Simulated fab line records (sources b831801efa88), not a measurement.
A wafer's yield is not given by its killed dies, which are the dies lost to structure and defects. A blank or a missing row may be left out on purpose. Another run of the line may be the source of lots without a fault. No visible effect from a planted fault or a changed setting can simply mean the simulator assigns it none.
A struck lot beside a sound one	flow gf180mcu	19 out of 602 route steps
Sound: these wafers, L503.1, L503.3, L503.5. The struck wafers were L511.1, L511.4, L511.5. Last of all comes the cause.
Each step with rows lists, per side, the tool, then ch with its chambers, then its first start. Under that, the readings that differ: sound wafers	struck wafers	difference of the means	sigmas: that difference in standard deviations of wafers without a fault.
alike: readings with means less than 2 such deviations apart, plus words and numbers identical on both sides. not compared: withheld readings, readings lacking a value on some wafer, bounds such as >300 that could conceal the same value, and numbers that have no deviation in the record and whose values overlap.
Wherever a step has rows on one side only, a row that says differs or no value, or a row with sigmas, the two part there. Non-overlapping numbers with no deviation appear without sigmas and do not part them. Lack of a reading on every wafer of one side parts them only where that side has two or more wafers.

GF_V5_CMP_26: polishes, stops on SiO2, t overpolish 15 s, target thk 0 nm.
  sound on cmp-02 ch 0,1, day 27 12:46; struck on cmp-02 ch 0,2,3, day 30 07:29
  alike: motor_current_A, overpolish_run_s, time_to_endpoint_s
GF_TOP_METAL_SPUTTER_00: material Ti, target thk 37.5 nm, time 150 s.
  struck on pvd_sputter-02, day 30 07:47; sound on pvd_sputter-03, day 27 13:04
  alike: throttle_valve_pct
GF_TOP_METAL_SPUTTER_01: material TiN, target thk 30 nm, time 25 s.
  struck on pvd_sputter-02, day 30 07:53; sound on pvd_sputter-03, day 27 13:10
  alike: throttle_valve_pct
then, 1 step without rows for these wafers: GF_TOP_METAL_SPUTTER_02 (material AlCu, target thk 900 nm, time 47.82 s).
GF_TOP_METAL_SPUTTER_03: material Ti, target thk 5 nm, time 3.3 s.
  struck on pvd_sputter-02, day 30 07:57; sound on pvd_sputter-03, day 27 13:14
  alike: throttle_valve_pct
GF_TOP_METAL_SPUTTER_04: material TiN, target thk 25 nm, time 20.8 s.
  struck on pvd_sputter-02, day 30 07:58; sound on pvd_sputter-03, day 27 13:16
  alike: throttle_valve_pct
GF_TOP_METAL_RS_MEAS_05: the measuring method here is four-point-probe.
  struck on film_metro-03, day 30 08:00; sound on film_metro-04, day 27 13:17
reading	sound	struck	difference	sigmas
TOP_METAL_ALCU_RS (ohm/sq)	0.0329 0.0329 0.0329	0.0319 0.0322 0.0325	-0.0007	-2
GF_TOP_METAL_THK_MEAS_06: measures by xrf.
  struck on film_metro-03, day 30 08:07; sound on film_metro-04, day 27 13:24
reading	sound	struck	difference	sigmas
TOP_METAL_ALCU_THK (nm)	892 891 895	915 916 902	+18	+2
then, 4 steps without rows for these wafers: GF_TOP_METAL_DEHYDRATE_07 (time 60 s); GF_TOP_METAL_HMDS_08 (prime time 60 s); GF_TOP_METAL_COAT_09 (resist thk 1500 nm); GF_TOP_METAL_SOFTBAKE_10 (time 60 s).
GF_TOP_METAL_EXPOSE_11: exposes mask MetalTop, target cd 440 nm.
  sound on iline_stepper-02 ch 0, day 27 22:59; struck on iline_stepper-02 ch 0, day 30 17:11
reading	sound	struck	difference	sigmas
exposure_dose_mJ_cm2	169.61 169.50 169.54	165.05 164.86 165.09	-4.55	-27
  alike: mask
then, 2 steps without rows for these wafers: GF_TOP_METAL_PEB_12; GF_TOP_METAL_DEVELOP_13 (develop time 60 s).
GF_TOP_METAL_CD_MEAS_14: the cd target is 440 nm.
  struck on cd_sem-02, day 31 02:08; sound on cd_sem-02, day 28 08:44
reading	sound	struck	difference	sigmas
cd_nm (nm)	441.3 442.4 443.0	351.5 430.5 369.7	-58.3	-27
GF_TOP_METAL_OVL_MEAS_15:
  struck on overlay-01, day 31 02:15; sound on overlay-01, day 28 08:51
  alike: TOP_METAL_OVL
GF_TOP_METAL_METAL_ETCH_16: etches the open film in Cl2/BCl3, stops on SiO2, target depth 1077.5 nm, time 179.6 s.
  sound on rie_metal-01 ch 0,1, day 28 08:53; struck on rie_metal-01 ch 0,1, day 31 02:17
reading	sound	struck	difference	sigmas
model.TOP_METAL.cd_nm (nm)	425.6 430.4 431.4	348.9 419.7 369.7	-49.7	
  alike: drypump_motor_current_A, oes_product_au, throttle_valve_pct
  not compared: rf_hours_counter_h
then, 1 step without rows for these wafers: GF_TOP_METAL_STRIP_17 (strips in O2/N2).

WHERE THEY PART
Earliest at GF_TOP_METAL_RS_MEAS_05; latest, in this record, at GF_TOP_METAL_CD_MEAS_14. Later steps at which nothing parts them and some readings are alike: GF_TOP_METAL_OVL_MEAS_15, GF_TOP_METAL_METAL_ETCH_16.

WHY: whatever the simulator had introduced
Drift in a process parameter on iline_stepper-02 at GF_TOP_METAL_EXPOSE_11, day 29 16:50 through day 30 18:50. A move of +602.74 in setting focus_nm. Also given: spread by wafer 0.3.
